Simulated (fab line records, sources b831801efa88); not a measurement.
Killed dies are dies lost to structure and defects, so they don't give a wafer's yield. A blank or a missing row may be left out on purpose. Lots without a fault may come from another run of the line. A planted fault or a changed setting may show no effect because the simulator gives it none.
fab line records | flow sfq_line
record lots=5 wafers=15 last_day=91
route steps=325 shown I0@47 M1@58 I1@73 M2@88 M8@325
lots that met no fault: from a run of the same line without faults
start_h: hours from the record's first day to the start of the lot's first wafer shown | wait_h: hours since the lot's step before | " the same as in the row above | L1.1+2: a row that stands for several wafers | - no value, or no start given | * or withheld: withheld | < > ~ a bound
route shown NAME@n: a module of which the file shows steps, and the number in the route of the first | usual: mean/standard deviation of fault-free wafers | same: alike in all rows | chamber/n: place in a boat | sites: the reading at each site | _std_site: their standard deviation | _edge_site: outer sites' mean less inner sites' | radius_mm: how far each site lies from the wafer's centre | mask NAME#n: copy n | behind: the tool/chamber that last shaped the wafer | hold: why the lot was held/for how many hours/how that ended | device: the transistor (n, p or np) that didn't switch | end of line: the same wafers' tests at the end of the route | a step without rows: its recipe alone | killed: dies lost to structure and defects at the first sort, not the wafer's yield | map: a wafer's dies, x killed, . not, _ none there
set.NAME: the setting as run; set.NAME@STEP: as run at that earlier step | model.NAME: the simulator's own value behind a step, which no gauge read
lots at some steps of the route; a table a step, a row a wafer
services: from which hour (start_h, from the record's first day; less than 0 if before it) a tool's chamber was out of use, for how many hours, and why
## steps
# step SFQ_TRILAYER_I0_VIA_LITHO_COAT_036
# recipe resist=BARC spin_rpm=3000 resist_thk_nm=62
# step SFQ_TRILAYER_I0_VIA_LITHO_COAT_031
# recipe resist=KrF spin_rpm=3000 resist_thk_nm=650
# step SFQ_TRILAYER_I0_VIA_LITHO_SOFTBAKE_035
# recipe temp_c=withheld time_s=withheld resist=KrF
# step SFQ_TRILAYER_I0_VIA_LITHO_EXPOSE_032
# recipe mask_id=I0 na=0.6 source_shape=conventional sigma_outer=0.65 target_cd_nm=500 dose_mj=21.3
# step SFQ_TRILAYER_I0_VIA_LITHO_PEB_034
# recipe peb_temp_c=115 peb_time_s=60 resist=KrF
# step SFQ_TRILAYER_I0_VIA_LITHO_DEVELOP_033
# recipe time_s=60 resist=KrF
# step SFQ_I0_OVL_MEAS_908
# usual I0_OVL=2/5.7
# columns lot.wafer tool chamber start_h wait_h I0_OVL[nm]
L450.1 overlay-01 - 388.90 0.1 0
L450.2 " - " " -2
L450.5 " - " " 6
L461.1 overlay-02 - 507.58 0.1 -1
L461.3 " - " " -2
L461.4 " - " " 0
L469.2 overlay-02 - 598.79 0.1 -3
L469.3 " - " " -2
L469.6 " - " " -6
L472.4 overlay-01 - 621.82 0.1 -9
L472.5 " - " " -2
L472.6 " - " " -11
L473.2 overlay-02 - 629.52 0.1 11
L473.4 " - " " 0
L473.6 " - " " 2
# step SFQ_TRILAYER_I0_VIA_BARC_OPEN_VIA_ETCH_046
# recipe mask_material=PR chemistry=O2 target_depth_nm=125 target=BARC source_w=500 bias_w=80 pressure_mtorr=30 time_s=41.7
# usual drypump_motor_current_A=5.7/0.37 oes_product_au=0.685/0.0045
# columns lot.wafer tool chamber start_h wait_h drypump_motor_current_A oes_product_au rf_hours_counter_h
L450.1 rie_diel-02 2 388.94 0.0 6.1 0.690 90
L450.2 " 3 " " 5.5 0.686 54
L450.5 " 2 " " 6.1 0.681 -
L461.1 rie_diel-02 2 507.62 0.0 6.1 0.692 91
L461.3 " 3 " " 5.4 0.694 55
L461.4 " 0 " " 5.1 0.681 61
L469.2 rie_diel-03 2 598.82 0.0 5.7 0.680 10
L469.3 " 3 " " 6.0 0.685 10
L469.6 " 0 " " 5.2 0.694 -
L472.4 rie_diel-03 2 621.84 0.0 5.7 0.686 10
L472.5 " 1 " " 5.8 0.689 -
L472.6 " 0 " " 5.2 0.687 -
L473.2 rie_diel-03 1 629.55 0.0 5.8 0.678 2
L473.4 " 2 " " 5.7 0.672 10
L473.6 " 0 " " 5.2 0.691 -
# step SFQ_TRILAYER_I0_VIA_ETCH_VIA_ETCH_034
# recipe target=SiO2 stop_on=Nb mask_material=PR taper_deg=20 chemistry=CHF3 target_depth_nm=260 source_w=500 bias_w=80 pressure_mtorr=30 time_s=withheld
# usual drypump_motor_current_A=5.7/0.37 oes_product_au=0.855/0.0046
# columns lot.wafer tool chamber start_h wait_h drypump_motor_current_A oes_product_au
L450.1 rie_diel-02 2 388.98 0.0 6.1 0.857
L450.2 " 3 " " 5.4 0.856
L450.5 " 2 " " 6.1 0.849
L461.1 rie_diel-02 2 507.66 0.0 6.1 0.857
L461.3 " 3 " " 5.4 0.852
L461.4 " 0 " " 5.1 0.862
L469.2 rie_diel-03 2 598.86 0.0 5.7 0.852
L469.3 " 3 " " 6.0 0.852
L469.6 " 0 " " 5.2 0.846
L472.4 rie_diel-03 2 621.88 0.0 5.7 0.855
L472.5 " 1 " " 5.8 0.854
L472.6 " 0 " " 5.1 0.856
L473.2 rie_diel-03 1 629.59 0.0 5.9 0.852
L473.4 " 2 " " 5.7 0.855
L473.6 " 0 " " 5.2 0.848
# step SFQ_TRILAYER_I0_VIA_STRIP_STRIP_035
# recipe gas=O2 power_w=200 platen_temp_c=40 overash_fraction=0.65 chemistry=O2 pressure_mtorr=50
# step SFQ_TRILAYER_I0_VIA_STRIP_SOLV_CLEAN_036
# recipe chemistry=NMP temp_c=70 time_s=600
# step SFQ_TRILAYER_M1_DEP_PRE_CLEAN_038
# recipe gas=Ar time_s=22.5 bias_v=250
# step SFQ_TRILAYER_M1_DEP_SPUTTER_037
# recipe material=Nb base_pressure_pa=1.33e-06 chamber_pressure_pa=0.1333 substrate_temp_c=20 resputter_cathode_voltage_v=400 target_thk_nm=200 power_w=2000 time_s=133.3
# usual throttle_valve_pct=30.3/0.91
# columns lot.wafer tool chamber start_h wait_h throttle_valve_pct model.Nb_of_TRILAYER_M1_DEP_SPUTTER_037.thk_nm
L450.1 pvd_sputter-03 - 390.50 0.0 30.3 202.4
L450.2 " - " " 30.6 201.6
L450.5 " - " " 30.8 203.1
L461.1 pvd_sputter-05 - 508.58 0.0 30.2 200.4
L461.3 " - " " 30.9 119.3
L461.4 " - " " 30.9 200.3
L469.2 pvd_sputter-04 - 599.77 0.0 31.0 201.3
L469.3 " - " " 28.9 199.9
L469.6 " - " " 30.8 199.9
L472.4 pvd_sputter-05 - 622.79 0.0 30.4 196.9
L472.5 " - " " 30.9 196.8
L472.6 " - " " 30.3 196.7
L473.2 pvd_sputter-03 - 630.52 0.0 27.8 201
L473.4 " - " " 31.6 199.6
L473.6 " - " " 30.9 200.5
# step SFQ_M1_RS_MEAS_909
# recipe thk_meas_gauge=four-point-probe reads=Nb_of_TRILAYER_M1_DEP_SPUTTER_037
# usual M1_NB_RS=0.889/0.0088
# columns lot.wafer tool chamber start_h wait_h M1_NB_RS[ohm/sq]
L450.1 film_metro-03 - 390.60 0.1 0.878
L450.2 " - " " 0.882
L450.5 " - " " 0.876
L461.1 film_metro-03 - 508.67 0.0 0.887
L461.3 " - " " 1.500
L461.4 " - " " 0.888
L469.2 film_metro-03 - 599.88 0.1 0.883
L469.3 " - " " 0.890
L469.6 " - " " 0.889
L472.4 film_metro-01 - 622.95 0.1 0.905
L472.5 " - " " 0.905
L472.6 " - " " 0.907
L473.2 film_metro-03 - 630.63 0.1 0.886
L473.4 " - " " 0.892
L473.6 " - " " 0.887
# step SFQ_TRILAYER_M1_LITHO_COAT_044
# recipe resist=BARC spin_rpm=3000 resist_thk_nm=62
# step SFQ_TRILAYER_M1_LITHO_COAT_039
# recipe resist=KrF spin_rpm=2949 resist_thk_nm=600
# step SFQ_TRILAYER_M1_LITHO_SOFTBAKE_043
# recipe temp_c=withheld time_s=withheld resist=KrF
# step SFQ_TRILAYER_M1_LITHO_EXPOSE_040
# recipe mask_id=M1 na=0.6 source_shape=conventional sigma_outer=0.65 target_cd_nm=500 dose_mj=14.4
# step SFQ_TRILAYER_M1_LITHO_PEB_042
# recipe peb_temp_c=115 peb_time_s=60 resist=KrF
# step SFQ_TRILAYER_M1_LITHO_DEVELOP_041
# recipe time_s=60 resist=KrF
# step SFQ_M1_OVL_MEAS_911
# usual M1_OVL=-2/5.9
# columns lot.wafer tool chamber start_h wait_h M1_OVL[nm]
L450.1 overlay-02 - 545.51 0.1 -2
L450.2 " - " " -2
L450.5 " - " " -1
L461.1 overlay-02 - 689.47 0.1 -6
L461.3 " - " " -6
L461.4 " - " " -5
L469.2 overlay-01 - 771.76 0.1 -3
L469.3 " - " " -9
L469.6 " - " " -1
L472.4 overlay-01 - 786.17 0.1 -3
L472.5 " - " " -4
L472.6 " - " " -4
L473.2 overlay-01 - 789.76 0.1 -2
L473.4 " - " " -14
L473.6 " - " " -4
# step SFQ_TRILAYER_M1_BARC_OPEN_METAL_ETCH_054
# recipe mask_material=PR chemistry=O2 target_depth_nm=125 target=BARC icp_w=600 bias_w=83.06 pressure_mtorr=10 time_s=41.7
# usual drypump_motor_current_A=5.8/0.4 he_backside_leak_sccm=3.37/0.25 oes_product_au=0.685/0.0051
# columns lot.wafer tool chamber start_h wait_h drypump_motor_current_A he_backside_leak_sccm oes_product_au rf_hours_counter_h
L450.1 rie_metal-03 1 545.55 0.0 6.0 3.02 0.689 36
L450.2 " 0 " " 6.1 3.75 0.689 91
L450.5 " 1 " " 6.0 3.18 0.689 -
L461.1 rie_metal-03 1 689.51 0.0 6.0 3.45 0.689 57
L461.3 " 0 " " 6.1 3.70 0.690 -
L461.4 " 1 " " 6.0 3.40 0.682 -
L469.2 rie_metal-03 0 771.79 0.0 6.1 3.54 0.686 123
L469.3 " 0 " " 6.1 3.52 0.691 -
L469.6 " 0 " " 6.1 3.65 0.690 -
L472.4 rie_metal-03 1 786.21 0.0 6.0 3.63 0.690 -
L472.5 " 0 " " 6.1 3.75 0.680 -
L472.6 " 1 " " 6.0 3.42 0.692 -
L473.2 rie_metal-03 1 789.79 0.0 6.0 3.21 0.685 70
L473.4 " 1 " " 6.0 3.17 0.685 -
L473.6 " 1 " " 6.0 3.10 0.696 -
# step SFQ_TRILAYER_M1_ETCH_METAL_ETCH_042
# recipe target=Nb stop_on=SiO2 mask_material=PR chemistry=Cl2/Ar target_depth_nm=240 icp_w=600 bias_w=80 pressure_mtorr=10 time_s=120
# usual drypump_motor_current_A=5.8/0.4 he_backside_leak_sccm=3.4/0.42 oes_product_au=0.895/0.006
# columns lot.wafer tool chamber start_h wait_h drypump_motor_current_A he_backside_leak_sccm oes_product_au rf_hours_counter_h
L450.1 rie_metal-03 1 546.03 0.5 6.0 3.4 0.900 36
L450.2 " 0 " " 6.1 3.9 0.900 91
L450.5 " 1 " " 6.0 3.3 0.897 -
L461.1 rie_metal-03 1 689.57 0.0 6.0 3.6 0.890 57
L461.3 " 0 " " 6.1 3.7 0.686 -
L461.4 " 1 " " 6.0 3.5 0.893 -
L469.2 rie_metal-03 0 771.85 0.0 6.1 3.7 0.904 123
L469.3 " 0 " " 6.1 3.7 0.897 -
L469.6 " 0 " " 6.1 7.1 0.891 -
L472.4 rie_metal-03 1 786.29 0.1 6.0 3.4 0.885 -
L472.5 " 0 " " 6.1 3.6 0.891 -
L472.6 " 1 " " 6.0 3.2 0.881 -
L473.2 rie_metal-03 1 789.85 0.0 6.0 3.2 0.891 70
L473.4 " 1 " " 6.0 3.3 0.895 -
L473.6 " 1 " " 6.0 3.2 0.892 -
# step SFQ_TRILAYER_M1_STRIP_STRIP_043
# recipe gas=O2 power_w=200 platen_temp_c=40 overash_fraction=0.65 chemistry=O2 pressure_mtorr=50
# usual drypump_motor_current_A=5.8/0.4 he_backside_leak_sccm=3.4/0.31 oes_product_au=1.000/0.0071
# columns lot.wafer tool chamber start_h wait_h drypump_motor_current_A he_backside_leak_sccm oes_product_au rf_hours_counter_h
L450.1 rie_metal-03 1 546.15 0.1 6.0 3.3 0.992 36
L450.2 " 0 " " 6.1 3.6 0.996 91
L450.5 " 1 " " 6.0 3.5 0.988 -
L461.1 rie_metal-03 1 689.70 0.1 6.0 3.4 1.005 57
L461.3 " 0 " " 6.1 3.6 1.005 -
L461.4 " 1 " " 6.0 3.5 0.992 -
L469.2 rie_metal-03 0 771.97 0.1 6.1 3.7 1.002 123
L469.3 " 0 " " 6.1 3.7 1.008 -
L469.6 " 0 " " 6.1 3.8 1.004 -
L472.4 rie_metal-03 1 786.57 0.2 6.0 3.3 0.990 -
L472.5 " 0 " " 6.1 3.6 1.006 -
L472.6 " 1 " " 6.0 3.4 1.009 -
L473.2 rie_metal-03 1 789.97 0.1 6.0 3.4 0.996 70
L473.4 " 1 " " 6.0 3.4 1.006 -
L473.6 " 1 " " 6.0 3.3 1.004 -
# step SFQ_TRILAYER_M1_STRIP_SOLV_CLEAN_044
# recipe chemistry=NMP temp_c=70 time_s=600
# step SFQ_TRILAYER_I1_DEP_PECVD_045
# recipe material=SiO2 temp_c=150 time_s=111.11 pressure_torr=2.4 rf_w=183.3 precursor=SiH4/N2O target_thk_nm=500
# step SFQ_TRILAYER_I1_CMP_CMP_046
# recipe material=SiO2 down_force_psi=3 platen_rpm=60 pad_velocity_m_s=0.94248
# step SFQ_I1_BOW_MEAS_912
# recipe mode=bow
# usual I1_BOW=1/7.7
# columns lot.wafer tool chamber start_h wait_h I1_BOW[um]
L450.1 film_metro-04 - 551.07 1.0 -4
L450.2 " - " " 7
L450.5 " - " " 8
L461.1 film_metro-02 - 695.88 2.0 3
L461.3 " - " " 7
L461.4 " - " " -7
L469.2 film_metro-01 - 775.84 1.0 1
L469.3 " - " " 0
L469.6 " - " " 1
L472.4 film_metro-02 - 790.28 1.1 -3
L472.5 " - " " 6
L472.6 " - " " -9
L473.2 film_metro-01 - 793.84 1.0 -8
L473.4 " - " " -5
L473.6 " - " " -9
# step SFQ_TRILAYER_I1_METRO_MEASURE_047
# usual thk_nm=200.3/1
# columns lot.wafer tool chamber start_h wait_h thk_nm
L450.1 film_metro-04 - 551.19 0.1 200.2
L450.2 " - " " 200.4
L450.5 " - " " 200.3
L461.1 film_metro-02 - 696.00 0.1 200.1
L461.3 " - " " 199.2
L461.4 " - " " 199.7
L469.2 film_metro-01 - 776.14 0.3 197.5
L469.3 " - " " 199.1
L469.6 " - " " 198.3
L472.4 film_metro-02 - 790.94 0.6 199.3
L472.5 " - " " 200.9
L472.6 " - " " 201.7
L473.2 film_metro-01 - 794.14 0.3 198.8
L473.4 " - " " 199.4
L473.6 " - " " 198.3
# step SFQ_TRILAYER_I1_VIA_LITHO_COAT_054
# recipe resist=BARC spin_rpm=3000 resist_thk_nm=62
# step SFQ_TRILAYER_I1_VIA_LITHO_COAT_049
# recipe resist=KrF spin_rpm=3000 resist_thk_nm=650
# step SFQ_TRILAYER_I1_VIA_LITHO_SOFTBAKE_053
# recipe temp_c=withheld time_s=withheld resist=KrF
# step SFQ_TRILAYER_I1_VIA_LITHO_EXPOSE_050
# recipe mask_id=I1 na=0.6 source_shape=conventional sigma_outer=0.65 target_cd_nm=500 dose_mj=21.3
# step SFQ_TRILAYER_I1_VIA_LITHO_PEB_052
# recipe peb_temp_c=115 peb_time_s=60 resist=KrF
# step SFQ_TRILAYER_I1_VIA_LITHO_DEVELOP_051
# recipe time_s=60 resist=KrF
# step SFQ_I1_OVL_MEAS_913
# usual I1_OVL=3/5
# columns lot.wafer tool chamber start_h wait_h I1_OVL[nm]
L450.1 overlay-01 - 555.27 0.1 2
L450.2 " - " " 13
L450.5 " - " " 4
L461.1 overlay-01 - 850.87 0.1 2
L461.3 " - " " 0
L461.4 " - " " 6
L469.2 overlay-01 - 929.97 0.1 6
L469.3 " - " " 1
L469.6 " - " " 3
L472.4 overlay-01 - 949.16 0.1 4
L472.5 " - " " 2
L472.6 " - " " 1
L473.2 overlay-01 - 950.35 0.1 0
L473.4 " - " " 5
L473.6 " - " " -8
# step SFQ_TRILAYER_I1_VIA_BARC_OPEN_VIA_ETCH_071
# recipe mask_material=PR chemistry=O2 target_depth_nm=125 target=BARC source_w=500 bias_w=80 pressure_mtorr=30 time_s=41.7
# step SFQ_TRILAYER_I1_VIA_ETCH_VIA_ETCH_052
# recipe target=SiO2 stop_on=Nb mask_material=PR taper_deg=20 chemistry=CHF3 target_depth_nm=260 source_w=500 bias_w=80 pressure_mtorr=30 time_s=withheld
# step SFQ_TRILAYER_I1_VIA_STRIP_STRIP_053
# recipe gas=O2 power_w=200 platen_temp_c=40 overash_fraction=0.65 chemistry=O2 pressure_mtorr=50
# step SFQ_TRILAYER_I1_VIA_STRIP_SOLV_CLEAN_054
# recipe chemistry=NMP temp_c=70 time_s=600
# step SFQ_TRILAYER_M2_DEP_PRE_CLEAN_056
# recipe gas=Ar time_s=22.5 bias_v=250
# step SFQ_M8_BOW_MEAS_951
# recipe mode=bow
# usual M8_BOW=9/10
# columns lot.wafer tool chamber start_h wait_h M8_BOW[um] model.etest.m1.ohm_um model.etest.i0.link_ohm model.etest.i1.link_ohm model.etest.m1.ohm_sq
L450.1 film_metro-02 - 2008.62 0.0 7 1.754 1.93 1.96 0.8789
L450.2 " - " " 19 1.769 1.945 1.959 0.8824
L450.5 " - " " 19 1.756 1.927 1.95 0.8759
L461.1 film_metro-03 - 2103.86 0.0 7 1.771 1.964 1.968 0.8879
L461.3 " - " " 11 2.998 2.694 2.569 1.492
L461.4 " - " " -3 1.778 1.967 1.967 0.8884
L469.2 film_metro-03 - 2160.04 0.0 14 1.76 1.976 1.955 0.8838
L469.3 " - " " 12 1.772 1.98 1.964 0.89
L469.6 " - " " 13 1.776 1.977 1.965 0.8898
L472.4 film_metro-02 - 2175.68 0.1 11 1.812 1.988 1.982 0.9036
L472.5 " - " " 20 1.811 1.986 1.979 0.9043
L472.6 " - " " 6 1.803 1.994 1.986 0.9044
L473.2 film_metro-03 - 2179.24 0.0 -5 1.764 1.937 1.985 0.8851
L473.4 " - " " -2 1.776 1.953 1.985 0.8916
L473.6 " - " " -6 1.766 1.94 1.981 0.8875
## services
# columns tool chamber start_h hours kind
film_metro-02 - 394.19 12.8 pm
rie_diel-03 2 399.16 4.3 repair
film_metro-02 - 435.74 0.4 pm
rie_diel-03 0 447.27 12.5 repair
film_metro-01 - 455.13 0.8 pm
film_metro-02 - 461.11 0.9 pm
film_metro-01 - 464.48 0.2 pm
film_metro-01 - 474.90 1.6 pm
pvd_sputter-03 - 477.43 3.2 repair
rie_diel-02 2 481.19 4.3 repair
film_metro-01 - 489.35 1.5 pm
rie_diel-02 2 498.46 1.2 repair
film_metro-01 - 499.24 0.7 pm
rie_diel-02 3 509.11 5.7 repair
rie_metal-03 - 521.13 4.4 repair
pvd_sputter-05 - 522.14 1.0 repair
rie_diel-02 - 535.73 0.5 repair
rie_diel-02 3 598.52 12.4 repair
rie_metal-03 0 679.18 2.1 repair
rie_diel-02 - 687.08 2.8 pm
rie_diel-03 2 704.23 4.7 repair
rie_diel-02 2 721.98 3.6 repair
rie_diel-03 1 728.98 40.1 repair
rie_diel-03 3 729.75 2.8 repair
## key
first_sign step=SFQ_M1_RS_MEAS_909 reading=M1_NB_RS direction=up sigmas=69 usual=0.889 struck=1.500
effect step=SFQ_TRILAYER_M1_ETCH_METAL_ETCH_042 reading=oes_product_au direction=down sigmas=35 usual=0.895 struck=0.686
model_effect step=SFQ_TRILAYER_M1_DEP_SPUTTER_037 value=Nb_of_TRILAYER_M1_DEP_SPUTTER_037.thk_nm without=202.3 struck=119.3
model_effect step=SFQ_M8_BOW_MEAS_951 value=etest.m1.ohm_um without=1.767 struck=2.998
met_at SFQ_TRILAYER_M1_DEP_SPUTTER_037
struck_wafers L461.3
fault kind=process_parameter_drift tool=pvd_sputter-05 chamber=- onset_h=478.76 steps=SFQ_TRILAYER_M1_DEP_SPUTTER_037 channel=target_thk_nm offset=-83.086 shape=step end_h=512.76 acts_in=these_recipes_only stated=200 scope=struck_wafers_only
